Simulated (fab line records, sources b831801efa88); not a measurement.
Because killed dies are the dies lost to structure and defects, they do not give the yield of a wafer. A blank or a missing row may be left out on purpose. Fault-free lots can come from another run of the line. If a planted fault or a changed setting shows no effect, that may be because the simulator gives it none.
fab line records / flow gf180mcu
record: lots: 7 wafers: 21 last_day: 34
route steps=602 shown M3@409
lots untouched by any fault: they come from a run of this same line in which no faults occurred
start_h: the number of hours between the record's first day and the start of the first shown wafer of the lot / wait_h: how many hours have passed since the lot's step before this one / " identical to the entry in the row above / L1.1+2: one row covering several wafers at once / - no value, or no start given / * or withheld: withheld / < > ~ a bound
route shown NAME@n: NAME is a module with steps in the file, n the number in the route of the first one / usual: mean/standard deviation taken from wafers without a fault / same: alike in all rows / chamber/n: place in a boat / sites: each site's reading / _std_site: standard deviation across them / _edge_site: mean of outer sites minus mean of inner sites / radius_mm: for every site, how far away it sits from the centre of the wafer / mask NAME#n: copy n / behind: the most recent tool/chamber to have shaped the wafer / hold: why the lot was held/for how many hours/how that ended / device: which transistor (n, p or np) failed to switch / end of line: tests of these same wafers at the route's end / a step without rows: its recipe alone / killed: dies that structure and defects cost at the first sort, which is not the same as the wafer's yield / map: per-die view of a wafer (x killed, . not killed, _ where there is no die)
set.NAME: the run value of the setting; set.NAME@STEP: its run value at that earlier step / model.NAME: the simulator's own value behind a step, which no gauge read
certain route steps with their lots: each step a table, each wafer a row
services: when a tool's chamber went out of use (start_h, in hours from the record's first day, below 0 if earlier), for how many hours, and the reason
== steps ==
step: GF_M3_SPUTTER_00
recipe: material: Ti target_thk_nm: 37.5 arriving_ion_energy_ev: 80 substrate_temp_c: 200 chamber_pressure_pa: 2 power_w: 4000 time_s: 150
usual: throttle_valve_pct: 29.9/0.97
lot.wafer=L294.3 tool=pvd_sputter-04 chamber=- start_h=507.33 wait_h=0.1 throttle_valve_pct=30.7
lot.wafer=L294.4 tool=pvd_sputter-04 chamber=- start_h=507.33 wait_h=0.1 throttle_valve_pct=31.1
lot.wafer=L294.5 tool=pvd_sputter-04 chamber=- start_h=507.33 wait_h=0.1 throttle_valve_pct=31.3
lot.wafer=L303.1 tool=pvd_sputter-02 chamber=- start_h=578.28 wait_h=0.2 throttle_valve_pct=29.4
lot.wafer=L303.4 tool=pvd_sputter-02 chamber=- start_h=578.28 wait_h=0.2 throttle_valve_pct=29.4
lot.wafer=L303.5 tool=pvd_sputter-02 chamber=- start_h=578.28 wait_h=0.2 throttle_valve_pct=29.3
lot.wafer=L304.3 tool=pvd_sputter-04 chamber=- start_h=585.88 wait_h=0.1 throttle_valve_pct=30.8
lot.wafer=L304.4 tool=pvd_sputter-04 chamber=- start_h=585.88 wait_h=0.1 throttle_valve_pct=28.3
lot.wafer=L304.6 tool=pvd_sputter-04 chamber=- start_h=585.88 wait_h=0.1 throttle_valve_pct=28.1
lot.wafer=L305.2 tool=pvd_sputter-04 chamber=- start_h=595.92 wait_h=0.1 throttle_valve_pct=31.1
lot.wafer=L305.3 tool=pvd_sputter-04 chamber=- start_h=595.92 wait_h=0.1 throttle_valve_pct=29.1
lot.wafer=L305.4 tool=pvd_sputter-04 chamber=- start_h=595.92 wait_h=0.1 throttle_valve_pct=28.0
lot.wafer=L311.2 tool=pvd_sputter-02 chamber=- start_h=637.49 wait_h=0.2 throttle_valve_pct=31.5
lot.wafer=L311.3 tool=pvd_sputter-02 chamber=- start_h=637.49 wait_h=0.2 throttle_valve_pct=29.3
lot.wafer=L311.6 tool=pvd_sputter-02 chamber=- start_h=637.49 wait_h=0.2 throttle_valve_pct=29.2
lot.wafer=L312.4 tool=pvd_sputter-03 chamber=- start_h=639.36 wait_h=0.1 throttle_valve_pct=29.8
lot.wafer=L312.5 tool=pvd_sputter-03 chamber=- start_h=639.36 wait_h=0.1 throttle_valve_pct=30.1
lot.wafer=L312.6 tool=pvd_sputter-03 chamber=- start_h=639.36 wait_h=0.1 throttle_valve_pct=29.6
lot.wafer=L313.1 tool=pvd_sputter-03 chamber=- start_h=645.85 wait_h=0.2 throttle_valve_pct=29.5
lot.wafer=L313.2 tool=pvd_sputter-03 chamber=- start_h=645.85 wait_h=0.2 throttle_valve_pct=29.8
lot.wafer=L313.3 tool=pvd_sputter-03 chamber=- start_h=645.85 wait_h=0.2 throttle_valve_pct=30.3
step: GF_M3_SPUTTER_01
recipe: material: TiN target_thk_nm: 30 power_w: 6500 time_s: 25 chamber_pressure_pa: 0.4
usual: throttle_valve_pct: 29.9/0.97
lot.wafer=L294.3 tool=pvd_sputter-04 chamber=- start_h=507.43 wait_h=0.1 throttle_valve_pct=30.9
lot.wafer=L294.4 tool=pvd_sputter-04 chamber=- start_h=507.43 wait_h=0.1 throttle_valve_pct=31.2
lot.wafer=L294.5 tool=pvd_sputter-04 chamber=- start_h=507.43 wait_h=0.1 throttle_valve_pct=31.1
lot.wafer=L303.1 tool=pvd_sputter-02 chamber=- start_h=578.38 wait_h=0.1 throttle_valve_pct=29.2
lot.wafer=L303.4 tool=pvd_sputter-02 chamber=- start_h=578.38 wait_h=0.1 throttle_valve_pct=29.7
lot.wafer=L303.5 tool=pvd_sputter-02 chamber=- start_h=578.38 wait_h=0.1 throttle_valve_pct=29.6
lot.wafer=L304.3 tool=pvd_sputter-04 chamber=- start_h=585.98 wait_h=0.1 throttle_valve_pct=30.6
lot.wafer=L304.4 tool=pvd_sputter-04 chamber=- start_h=585.98 wait_h=0.1 throttle_valve_pct=28.2
lot.wafer=L304.6 tool=pvd_sputter-04 chamber=- start_h=585.98 wait_h=0.1 throttle_valve_pct=28.3
lot.wafer=L305.2 tool=pvd_sputter-04 chamber=- start_h=596.02 wait_h=0.1 throttle_valve_pct=31.2
lot.wafer=L305.3 tool=pvd_sputter-04 chamber=- start_h=596.02 wait_h=0.1 throttle_valve_pct=29.0
lot.wafer=L305.4 tool=pvd_sputter-04 chamber=- start_h=596.02 wait_h=0.1 throttle_valve_pct=28.4
lot.wafer=L311.2 tool=pvd_sputter-02 chamber=- start_h=637.61 wait_h=0.1 throttle_valve_pct=31.1
lot.wafer=L311.3 tool=pvd_sputter-02 chamber=- start_h=637.61 wait_h=0.1 throttle_valve_pct=29.3
lot.wafer=L311.6 tool=pvd_sputter-02 chamber=- start_h=637.61 wait_h=0.1 throttle_valve_pct=29.2
lot.wafer=L312.4 tool=pvd_sputter-03 chamber=- start_h=639.46 wait_h=0.1 throttle_valve_pct=29.5
lot.wafer=L312.5 tool=pvd_sputter-03 chamber=- start_h=639.46 wait_h=0.1 throttle_valve_pct=29.8
lot.wafer=L312.6 tool=pvd_sputter-03 chamber=- start_h=639.46 wait_h=0.1 throttle_valve_pct=30.2
lot.wafer=L313.1 tool=pvd_sputter-03 chamber=- start_h=645.95 wait_h=0.1 throttle_valve_pct=29.2
lot.wafer=L313.2 tool=pvd_sputter-03 chamber=- start_h=645.95 wait_h=0.1 throttle_valve_pct=29.9
lot.wafer=L313.3 tool=pvd_sputter-03 chamber=- start_h=645.95 wait_h=0.1 throttle_valve_pct=30.4
step: GF_M3_SPUTTER_02
recipe: material: AlCu target_thk_nm: 450 power_w: 10600 time_s: 23.9 chamber_pressure_pa: 0.4
usual: throttle_valve_pct: 29.9/0.96
lot.wafer=L294.3 tool=pvd_sputter-04 chamber=- start_h=507.46 wait_h=0.0 throttle_valve_pct=30.8
lot.wafer=L294.4 tool=pvd_sputter-04 chamber=- start_h=507.46 wait_h=0.0 throttle_valve_pct=31.0
lot.wafer=L294.5 tool=pvd_sputter-04 chamber=- start_h=507.46 wait_h=0.0 throttle_valve_pct=31.2
lot.wafer=L303.1 tool=pvd_sputter-02 chamber=- start_h=578.41 wait_h=0.0 throttle_valve_pct=29.1
lot.wafer=L303.4 tool=pvd_sputter-02 chamber=- start_h=578.41 wait_h=0.0 throttle_valve_pct=29.5
lot.wafer=L303.5 tool=pvd_sputter-02 chamber=- start_h=578.41 wait_h=0.0 throttle_valve_pct=29.3
lot.wafer=L304.3 tool=pvd_sputter-04 chamber=- start_h=586.02 wait_h=0.0 throttle_valve_pct=30.8
lot.wafer=L304.4 tool=pvd_sputter-04 chamber=- start_h=586.02 wait_h=0.0 throttle_valve_pct=28.1
lot.wafer=L304.6 tool=pvd_sputter-04 chamber=- start_h=586.02 wait_h=0.0 throttle_valve_pct=28.4
lot.wafer=L305.2 tool=pvd_sputter-04 chamber=- start_h=596.05 wait_h=0.0 throttle_valve_pct=30.9
lot.wafer=L305.3 tool=pvd_sputter-04 chamber=- start_h=596.05 wait_h=0.0 throttle_valve_pct=29.0
lot.wafer=L305.4 tool=pvd_sputter-04 chamber=- start_h=596.05 wait_h=0.0 throttle_valve_pct=28.1
lot.wafer=L311.2 tool=pvd_sputter-02 chamber=- start_h=637.64 wait_h=0.0 throttle_valve_pct=31.0
lot.wafer=L311.3 tool=pvd_sputter-02 chamber=- start_h=637.64 wait_h=0.0 throttle_valve_pct=29.1
lot.wafer=L311.6 tool=pvd_sputter-02 chamber=- start_h=637.64 wait_h=0.0 throttle_valve_pct=29.2
lot.wafer=L312.4 tool=pvd_sputter-03 chamber=- start_h=639.49 wait_h=0.0 throttle_valve_pct=29.2
lot.wafer=L312.5 tool=pvd_sputter-03 chamber=- start_h=639.49 wait_h=0.0 throttle_valve_pct=30.0
lot.wafer=L312.6 tool=pvd_sputter-03 chamber=- start_h=639.49 wait_h=0.0 throttle_valve_pct=29.7
lot.wafer=L313.1 tool=pvd_sputter-03 chamber=- start_h=645.98 wait_h=0.0 throttle_valve_pct=29.1
lot.wafer=L313.2 tool=pvd_sputter-03 chamber=- start_h=645.98 wait_h=0.0 throttle_valve_pct=29.8
lot.wafer=L313.3 tool=pvd_sputter-03 chamber=- start_h=645.98 wait_h=0.0 throttle_valve_pct=30.6
step: GF_M3_SPUTTER_03
recipe: material: Ti target_thk_nm: 10 substrate_temp_c: 300 chamber_pressure_pa: 0.3 power_w: 3000 time_s: 6.7
usual: throttle_valve_pct: 29.9/0.94
lot.wafer=L294.3 tool=pvd_sputter-04 chamber=- start_h=507.49 wait_h=0.0 throttle_valve_pct=30.7
lot.wafer=L294.4 tool=pvd_sputter-04 chamber=- start_h=507.49 wait_h=0.0 throttle_valve_pct=31.0
lot.wafer=L294.5 tool=pvd_sputter-04 chamber=- start_h=507.49 wait_h=0.0 throttle_valve_pct=31.0
lot.wafer=L303.1 tool=pvd_sputter-02 chamber=- start_h=578.44 wait_h=0.0 throttle_valve_pct=29.2
lot.wafer=L303.4 tool=pvd_sputter-02 chamber=- start_h=578.44 wait_h=0.0 throttle_valve_pct=29.7
lot.wafer=L303.5 tool=pvd_sputter-02 chamber=- start_h=578.44 wait_h=0.0 throttle_valve_pct=29.2
lot.wafer=L304.3 tool=pvd_sputter-04 chamber=- start_h=586.05 wait_h=0.0 throttle_valve_pct=30.5
lot.wafer=L304.4 tool=pvd_sputter-04 chamber=- start_h=586.05 wait_h=0.0 throttle_valve_pct=28.0
lot.wafer=L304.6 tool=pvd_sputter-04 chamber=- start_h=586.05 wait_h=0.0 throttle_valve_pct=28.2
lot.wafer=L305.2 tool=pvd_sputter-04 chamber=- start_h=596.08 wait_h=0.0 throttle_valve_pct=30.8
lot.wafer=L305.3 tool=pvd_sputter-04 chamber=- start_h=596.08 wait_h=0.0 throttle_valve_pct=29.0
lot.wafer=L305.4 tool=pvd_sputter-04 chamber=- start_h=596.08 wait_h=0.0 throttle_valve_pct=28.2
lot.wafer=L311.2 tool=pvd_sputter-02 chamber=- start_h=637.68 wait_h=0.0 throttle_valve_pct=31.0
lot.wafer=L311.3 tool=pvd_sputter-02 chamber=- start_h=637.68 wait_h=0.0 throttle_valve_pct=29.3
lot.wafer=L311.6 tool=pvd_sputter-02 chamber=- start_h=637.68 wait_h=0.0 throttle_valve_pct=29.2
lot.wafer=L312.4 tool=pvd_sputter-03 chamber=- start_h=639.52 wait_h=0.0 throttle_valve_pct=29.2
lot.wafer=L312.5 tool=pvd_sputter-03 chamber=- start_h=639.52 wait_h=0.0 throttle_valve_pct=29.8
lot.wafer=L312.6 tool=pvd_sputter-03 chamber=- start_h=639.52 wait_h=0.0 throttle_valve_pct=29.9
lot.wafer=L313.1 tool=pvd_sputter-03 chamber=- start_h=646.01 wait_h=0.0 throttle_valve_pct=29.7
lot.wafer=L313.2 tool=pvd_sputter-03 chamber=- start_h=646.01 wait_h=0.0 throttle_valve_pct=29.9
lot.wafer=L313.3 tool=pvd_sputter-03 chamber=- start_h=646.01 wait_h=0.0 throttle_valve_pct=30.2
step: GF_M3_SPUTTER_04
recipe: material: TiN target_thk_nm: 50 power_w: 6500 time_s: 41.7 chamber_pressure_pa: 0.4
usual: throttle_valve_pct: 29.8/0.95
lot.wafer=L294.3 tool=pvd_sputter-04 chamber=- start_h=507.51 wait_h=0.0 throttle_valve_pct=30.6
lot.wafer=L294.4 tool=pvd_sputter-04 chamber=- start_h=507.51 wait_h=0.0 throttle_valve_pct=31.1
lot.wafer=L294.5 tool=pvd_sputter-04 chamber=- start_h=507.51 wait_h=0.0 throttle_valve_pct=31.1
lot.wafer=L303.1 tool=pvd_sputter-02 chamber=- start_h=578.46 wait_h=0.0 throttle_valve_pct=29.3
lot.wafer=L303.4 tool=pvd_sputter-02 chamber=- start_h=578.46 wait_h=0.0 throttle_valve_pct=29.4
lot.wafer=L303.5 tool=pvd_sputter-02 chamber=- start_h=578.46 wait_h=0.0 throttle_valve_pct=29.4
lot.wafer=L304.3 tool=pvd_sputter-04 chamber=- start_h=586.07 wait_h=0.0 throttle_valve_pct=30.5
lot.wafer=L304.4 tool=pvd_sputter-04 chamber=- start_h=586.07 wait_h=0.0 throttle_valve_pct=28.1
lot.wafer=L304.6 tool=pvd_sputter-04 chamber=- start_h=586.07 wait_h=0.0 throttle_valve_pct=28.2
lot.wafer=L305.2 tool=pvd_sputter-04 chamber=- start_h=596.10 wait_h=0.0 throttle_valve_pct=30.9
lot.wafer=L305.3 tool=pvd_sputter-04 chamber=- start_h=596.10 wait_h=0.0 throttle_valve_pct=29.1
lot.wafer=L305.4 tool=pvd_sputter-04 chamber=- start_h=596.10 wait_h=0.0 throttle_valve_pct=28.4
lot.wafer=L311.2 tool=pvd_sputter-02 chamber=- start_h=637.70 wait_h=0.0 throttle_valve_pct=31.3
lot.wafer=L311.3 tool=pvd_sputter-02 chamber=- start_h=637.70 wait_h=0.0 throttle_valve_pct=29.3
lot.wafer=L311.6 tool=pvd_sputter-02 chamber=- start_h=637.70 wait_h=0.0 throttle_valve_pct=29.3
lot.wafer=L312.4 tool=pvd_sputter-03 chamber=- start_h=639.54 wait_h=0.0 throttle_valve_pct=29.3
lot.wafer=L312.5 tool=pvd_sputter-03 chamber=- start_h=639.54 wait_h=0.0 throttle_valve_pct=30.0
lot.wafer=L312.6 tool=pvd_sputter-03 chamber=- start_h=639.54 wait_h=0.0 throttle_valve_pct=30.0
lot.wafer=L313.1 tool=pvd_sputter-03 chamber=- start_h=646.03 wait_h=0.0 throttle_valve_pct=29.5
lot.wafer=L313.2 tool=pvd_sputter-03 chamber=- start_h=646.03 wait_h=0.0 throttle_valve_pct=29.9
lot.wafer=L313.3 tool=pvd_sputter-03 chamber=- start_h=646.03 wait_h=0.0 throttle_valve_pct=30.3
step: GF_M3_RS_MEAS_05
recipe: thk_meas_gauge: four-point-probe reads: TiN_of_M3_SPUTTER_04+Ti_of_M3_SPUTTER_03+AlCu_of_M3_SPUTTER_02+TiN_of_M3_SPUTTER_01+Ti_of_M3_SPUTTER_00
usual: M3_ALCU_RS: 0.0697/0.00067
lot.wafer=L294.3 tool=film_metro-02 chamber=- start_h=507.59 wait_h=0.1 M3_ALCU_RS[ohm/sq]=0.0699
lot.wafer=L294.4 tool=film_metro-02 chamber=- start_h=507.59 wait_h=0.1 M3_ALCU_RS[ohm/sq]=0.0703
lot.wafer=L294.5 tool=film_metro-02 chamber=- start_h=507.59 wait_h=0.1 M3_ALCU_RS[ohm/sq]=0.0697
lot.wafer=L303.1 tool=film_metro-03 chamber=- start_h=578.50 wait_h=0.0 M3_ALCU_RS[ohm/sq]=0.0697
lot.wafer=L303.4 tool=film_metro-03 chamber=- start_h=578.50 wait_h=0.0 M3_ALCU_RS[ohm/sq]=0.0704
lot.wafer=L303.5 tool=film_metro-03 chamber=- start_h=578.50 wait_h=0.0 M3_ALCU_RS[ohm/sq]=0.0698
lot.wafer=L304.3 tool=film_metro-01 chamber=- start_h=586.15 wait_h=0.1 M3_ALCU_RS[ohm/sq]=0.0708
lot.wafer=L304.4 tool=film_metro-01 chamber=- start_h=586.15 wait_h=0.1 M3_ALCU_RS[ohm/sq]=0.0708
lot.wafer=L304.6 tool=film_metro-01 chamber=- start_h=586.15 wait_h=0.1 M3_ALCU_RS[ohm/sq]=0.0709
lot.wafer=L305.2 tool=film_metro-03 chamber=- start_h=596.16 wait_h=0.0 M3_ALCU_RS[ohm/sq]=0.0695
lot.wafer=L305.3 tool=film_metro-03 chamber=- start_h=596.16 wait_h=0.0 M3_ALCU_RS[ohm/sq]=0.0694
lot.wafer=L305.4 tool=film_metro-03 chamber=- start_h=596.16 wait_h=0.0 M3_ALCU_RS[ohm/sq]=0.0693
lot.wafer=L311.2 tool=film_metro-02 chamber=- start_h=637.76 wait_h=0.0 M3_ALCU_RS[ohm/sq]=0.0688
lot.wafer=L311.3 tool=film_metro-02 chamber=- start_h=637.76 wait_h=0.0 M3_ALCU_RS[ohm/sq]=0.0700
lot.wafer=L311.6 tool=film_metro-02 chamber=- start_h=637.76 wait_h=0.0 M3_ALCU_RS[ohm/sq]=0.0699
lot.wafer=L312.4 tool=film_metro-03 chamber=- start_h=639.64 wait_h=0.1 M3_ALCU_RS[ohm/sq]=0.0698
lot.wafer=L312.5 tool=film_metro-03 chamber=- start_h=639.64 wait_h=0.1 M3_ALCU_RS[ohm/sq]=0.0697
lot.wafer=L312.6 tool=film_metro-03 chamber=- start_h=639.64 wait_h=0.1 M3_ALCU_RS[ohm/sq]=0.0699
lot.wafer=L313.1 tool=film_metro-03 chamber=- start_h=646.07 wait_h=0.0 M3_ALCU_RS[ohm/sq]=0.0688
lot.wafer=L313.2 tool=film_metro-03 chamber=- start_h=646.07 wait_h=0.0 M3_ALCU_RS[ohm/sq]=0.0692
lot.wafer=L313.3 tool=film_metro-03 chamber=- start_h=646.07 wait_h=0.0 M3_ALCU_RS[ohm/sq]=0.0683
step: GF_M3_THK_MEAS_06
recipe: thk_meas_gauge: xrf reads: AlCu_of_M3_SPUTTER_02
usual: M3_ALCU_THK: 442/4.8
lot.wafer=L294.3 tool=film_metro-02 chamber=- start_h=507.69 wait_h=0.1 M3_ALCU_THK[nm]=439
lot.wafer=L294.4 tool=film_metro-02 chamber=- start_h=507.69 wait_h=0.1 M3_ALCU_THK[nm]=435
lot.wafer=L294.5 tool=film_metro-02 chamber=- start_h=507.69 wait_h=0.1 M3_ALCU_THK[nm]=443
lot.wafer=L303.1 tool=film_metro-03 chamber=- start_h=578.62 wait_h=0.1 M3_ALCU_THK[nm]=440
lot.wafer=L303.4 tool=film_metro-03 chamber=- start_h=578.62 wait_h=0.1 M3_ALCU_THK[nm]=439
lot.wafer=L303.5 tool=film_metro-03 chamber=- start_h=578.62 wait_h=0.1 M3_ALCU_THK[nm]=442
lot.wafer=L304.3 tool=film_metro-01 chamber=- start_h=586.25 wait_h=0.1 M3_ALCU_THK[nm]=436
lot.wafer=L304.4 tool=film_metro-01 chamber=- start_h=586.25 wait_h=0.1 M3_ALCU_THK[nm]=433
lot.wafer=L304.6 tool=film_metro-01 chamber=- start_h=586.25 wait_h=0.1 M3_ALCU_THK[nm]=432
lot.wafer=L305.2 tool=film_metro-03 chamber=- start_h=596.27 wait_h=0.1 M3_ALCU_THK[nm]=442
lot.wafer=L305.3 tool=film_metro-03 chamber=- start_h=596.27 wait_h=0.1 M3_ALCU_THK[nm]=444
lot.wafer=L305.4 tool=film_metro-03 chamber=- start_h=596.27 wait_h=0.1 M3_ALCU_THK[nm]=443
lot.wafer=L311.2 tool=film_metro-02 chamber=- start_h=637.87 wait_h=0.1 M3_ALCU_THK[nm]=447
lot.wafer=L311.3 tool=film_metro-02 chamber=- start_h=637.87 wait_h=0.1 M3_ALCU_THK[nm]=442
lot.wafer=L311.6 tool=film_metro-02 chamber=- start_h=637.87 wait_h=0.1 M3_ALCU_THK[nm]=442
lot.wafer=L312.4 tool=film_metro-03 chamber=- start_h=639.73 wait_h=0.1 M3_ALCU_THK[nm]=439
lot.wafer=L312.5 tool=film_metro-03 chamber=- start_h=639.73 wait_h=0.1 M3_ALCU_THK[nm]=442
lot.wafer=L312.6 tool=film_metro-03 chamber=- start_h=639.73 wait_h=0.1 M3_ALCU_THK[nm]=439
lot.wafer=L313.1 tool=film_metro-03 chamber=- start_h=646.19 wait_h=0.1 M3_ALCU_THK[nm]=446
lot.wafer=L313.2 tool=film_metro-03 chamber=- start_h=646.19 wait_h=0.1 M3_ALCU_THK[nm]=442
lot.wafer=L313.3 tool=film_metro-03 chamber=- start_h=646.19 wait_h=0.1 M3_ALCU_THK[nm]=449
step: GF_M3_DEHYDRATE_07
recipe: temp_c: 200 time_s: 60
step: GF_M3_HMDS_08
recipe: prime_time_s: 60 prime_temp_c: 120
step: GF_M3_COAT_09
recipe: resist: KrF spin_rpm: withheld resist_thk_nm: 1000
step: GF_M3_SOFTBAKE_10
recipe: temp_c: 130 time_s: 60 resist: KrF
step: GF_M3_EXPOSE_11
recipe: mask_id: Metal3 target_cd_nm: 280 na: 0.68 source_shape: conventional sigma_outer: 0.6 dose_mj: 28
step: GF_M3_PEB_12
recipe: peb_temp_c: 135 peb_time_s: 90 resist: KrF
usual: chill_plate_temp_C: 22.98/0.11 exhaust_pa: 44.9/0.91
lot.wafer=L294.3 tool=litho_track-04 chamber=0 start_h=530.09 wait_h=- chill_plate_temp_C=22.79 exhaust_pa=45.1
lot.wafer=L294.4 tool=litho_track-04 chamber=0 start_h=530.09 wait_h=- chill_plate_temp_C=22.98 exhaust_pa=44.2
lot.wafer=L294.5 tool=litho_track-04 chamber=0 start_h=530.09 wait_h=- chill_plate_temp_C=22.87 exhaust_pa=44.6
lot.wafer=L303.1 tool=litho_track-02 chamber=- start_h=599.27 wait_h=- chill_plate_temp_C=- exhaust_pa=-
lot.wafer=L303.4 tool=litho_track-02 chamber=- start_h=599.27 wait_h=- chill_plate_temp_C=- exhaust_pa=-
lot.wafer=L303.5 tool=litho_track-02 chamber=- start_h=599.27 wait_h=- chill_plate_temp_C=- exhaust_pa=-
lot.wafer=L304.3 tool=litho_track-02 chamber=- start_h=606.69 wait_h=- chill_plate_temp_C=- exhaust_pa=-
lot.wafer=L304.4 tool=litho_track-02 chamber=- start_h=606.69 wait_h=- chill_plate_temp_C=- exhaust_pa=-
lot.wafer=L304.6 tool=litho_track-02 chamber=- start_h=606.69 wait_h=- chill_plate_temp_C=- exhaust_pa=-
lot.wafer=L305.2 tool=litho_track-03 chamber=- start_h=617.03 wait_h=- chill_plate_temp_C=- exhaust_pa=-
lot.wafer=L305.3 tool=litho_track-03 chamber=- start_h=617.03 wait_h=- chill_plate_temp_C=- exhaust_pa=-
lot.wafer=L305.4 tool=litho_track-03 chamber=- start_h=617.03 wait_h=- chill_plate_temp_C=- exhaust_pa=-
lot.wafer=L311.2 tool=litho_track-04 chamber=0 start_h=656.86 wait_h=- chill_plate_temp_C=23.08 exhaust_pa=44.0
lot.wafer=L311.3 tool=litho_track-04 chamber=0 start_h=656.86 wait_h=- chill_plate_temp_C=22.88 exhaust_pa=44.8
lot.wafer=L311.6 tool=litho_track-04 chamber=0 start_h=656.86 wait_h=- chill_plate_temp_C=22.87 exhaust_pa=44.2
lot.wafer=L312.4 tool=litho_track-03 chamber=0 start_h=658.94 wait_h=- chill_plate_temp_C=23.10 exhaust_pa=44.8
lot.wafer=L312.5 tool=litho_track-03 chamber=0 start_h=658.94 wait_h=- chill_plate_temp_C=23.02 exhaust_pa=44.1
lot.wafer=L312.6 tool=litho_track-03 chamber=0 start_h=658.94 wait_h=- chill_plate_temp_C=22.93 exhaust_pa=45.2
lot.wafer=L313.1 tool=litho_track-04 chamber=0 start_h=665.47 wait_h=- chill_plate_temp_C=23.19 exhaust_pa=44.8
lot.wafer=L313.2 tool=litho_track-04 chamber=0 start_h=665.47 wait_h=- chill_plate_temp_C=23.16 exhaust_pa=43.5
lot.wafer=L313.3 tool=litho_track-04 chamber=0 start_h=665.47 wait_h=- chill_plate_temp_C=23.07 exhaust_pa=42.4
step: GF_M3_DEVELOP_13
recipe: develop_time_s: 60 dev_temp_c: 21
== services ==
tool=pvd_sputter-04 chamber=- start_h=516.60 hours=1.7 kind=repair
tool=pvd_sputter-03 chamber=- start_h=661.00 hours=0.6 kind=repair
== key ==
first_sign: step: GF_M3_PEB_12 reading: tool_record direction: missing
effect none on later readings
met_at GF_M3_PEB_12
struck_wafers L303.1,L303.4,L303.5,L304.3,L304.4,L304.6,L305.2,L305.3,L305.4
later_rows_left_out L303.1,L303.4,L303.5,L304.3,L304.4,L304.6,L305.2,L305.3,L305.4
sort_left_out L303.1,L303.4,L303.5,L304.3,L304.4,L304.6,L305.2,L305.3,L305.4
fault: kind: skipped_step_whole tool: litho_track-02,litho_track-03 chamber: - onset_h: 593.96 steps: GF_M3_PEB_12 scope: struck_lots_only
sort_left_out: the simulated sort isn't trusted on such a fault, so these wafers' sort isn't shown, and their yield isn't known
later_rows_left_out: the simulator's readings of these wafers behind a module that went badly wrong aren't trusted and aren't shown, but for the sort
